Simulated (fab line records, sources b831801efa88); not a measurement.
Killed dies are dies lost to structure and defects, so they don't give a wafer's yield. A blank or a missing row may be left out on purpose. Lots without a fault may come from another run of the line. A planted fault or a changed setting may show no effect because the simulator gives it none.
Split-lot experiment | flow sfq_line | 5 lots, 23 wafers read, on a route of 325 steps

THE SPLIT
At SFQ_TRILAYER_JJ_CE_LITHO_PEB_117 (peb time 60 s), the setting peb_temp_c was moved away from the recipe's 115 C on 7 of the 23 wafers read, by +1.0% to +3.0%. The other wafers ran this setting at the recipe's value.

FROM THE SPLIT TO THE READING: what the file shows between them, 1 step
- SFQ_TRILAYER_JJ_CE_LITHO_DEVELOP_116: time 60 s

THE READING
cd_nm, in nm, at SFQ_TRILAYER_JJ_CE_METRO_MEASURE_117. Fault-free wafers of this fab line usually give 704.2 nm, standard deviation 1.1 nm.

wafer  | tool, chamber at the split | peb_temp_c as run, C | against the recipe | cd_nm, nm | against lot-mates on the recipe
L077.1 | litho_track-04, 0          | 115                  | recipe             | 703.7     | -
L077.2 | litho_track-04, 0          | 115                  | recipe             | 704.6     | -
L077.3 | litho_track-04, 0          | 118.4                | +3.0%              | 649.4     | -54.8
L077.4 | litho_track-04, 0          | 118.4                | +3.0%              | 648.6     | -55.6
L077.5 | litho_track-04, 0          | 115                  | recipe             | 704.4     | -
L078.1 | litho_track-02, 0          | 115                  | recipe             | 702.6     | -
L078.2 | litho_track-02, 0          | 115                  | recipe             | 704.0     | -
L078.3 | litho_track-02, 0          | 115                  | recipe             | 702.6     | -
L078.4 | litho_track-02, 0          | 115                  | recipe             | 702.1     | -
L078.6 | litho_track-02, 0          | 115                  | recipe             | 702.5     | -
L079.1 | litho_track-03, 0          | 116.7                | +1.5%              | 674.9     | -30.8
L079.2 | litho_track-03, 0          | 115                  | recipe             | 705.7     | -
L079.3 | litho_track-03, 0          | 116.7                | +1.5%              | 676.0     | -29.7
L079.4 | litho_track-03, 0          | 115                  | recipe             | 705.6     | -
L079.6 | litho_track-03, 0          | 116.7                | +1.5%              | 676.1     | -29.6
L081.1 | litho_track-03, 0          | 115                  | recipe             | 703.5     | -
L081.2 | litho_track-03, 0          | 116.2                | +1.0%              | 683.2     | -20.1
L081.4 | litho_track-03, 0          | 116.2                | +1.0%              | 682.5     | -20.8
L081.5 | litho_track-03, 0          | 115                  | recipe             | 703.4     | -
L081.6 | litho_track-03, 0          | 115                  | recipe             | 703.0     | -
L085.3 | litho_track-03, 0          | 115                  | recipe             | 704.0     | -
L085.4 | litho_track-03, 0          | 115                  | recipe             | 704.1     | -
L085.6 | litho_track-03, 0          | 115                  | recipe             | 702.9     | -

THE FIT
A straight line over all 23 wafers: cd_nm changes by -18.7 nm for each +1% of peb_temp_c; r = -1.00; the points scatter about the line by 1 nm.
The same after taking each lot's own level away (the mean of its wafers on the recipe; 23 wafers): -19.1 nm for each +1%; r = -1.00; scatter 0.9 nm.
On that fit, the largest move of peb_temp_c shifts the reading by 56 nm.
The lots' own levels span 702.76 to 705.65 nm, that is 2.6 times the standard deviation above.
So the lot-to-lot level changes the slope little: the two slopes agree.
Check: with one of the wafers moved furthest among these (+3.0%) left out of the fit, the line predicts -57.5 nm for it against its lot-mates. It came out at -54.8 nm against them.

OTHER SPLITS ON THESE WAFERS
These wafers also went through other splits before the reading. Each is held against what the fit with the lots' levels taken away leaves over:
other split on the same wafers                   | wafers away from the commonest value | r with cd_nm (lot level and that fit taken away)
SFQ_TRILAYER_I3_VIA_LITHO_EXPOSE_086 dose_mj     | 9                                    | +0.44
SFQ_TRILAYER_M4_DEP_SPUTTER_091 time_s           | 6                                    | -0.50
SFQ_TRILAYER_M4_LITHO_COAT_093 spin_rpm          | 7                                    | +0.34
SFQ_TRILAYER_M4_ETCH_METAL_ETCH_096 icp_w        | 10                                   | +0.27
SFQ_TRILAYER_I4_VIA_LITHO_COAT_108 resist_thk_nm | 6                                    | -0.32
SFQ_TRILAYER_I4_VIA_LITHO_PEB_106 peb_temp_c     | 9                                    | +0.27
SFQ_TRILAYER_JJ_TRILAYER_DEP_SPUTTER_109 power_w | 10                                   | -0.06
SFQ_TRILAYER_JJ_TRILAYER_DEP_SPUTTER_112 power_w | 10                                   | -0.05

THE WHOLE CHAIN: every reading that the file lists as answering this split, in the file's order
step                                 | what it does                                              | reading                                                   | change (the file's fit)              | r (the file's)
SFQ_TRILAYER_JJ_CE_METRO_MEASURE_117 |                                                           | cd_nm                                                     | -19.1 nm for each +1% of the setting | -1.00
SFQ_TRILAYER_JJ_CE_BARC_OPEN_RIE_150 | chemistry O2, target BARC, target depth 240 nm, time 80 s | JJ.cd_nm (the simulator's own value, which no gauge read) | -19.1 nm for each +1% of the setting | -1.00

THE FILE'S OWN FIT
cd_nm changes by -19.1 nm for each +1% of peb_temp_c, r = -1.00.
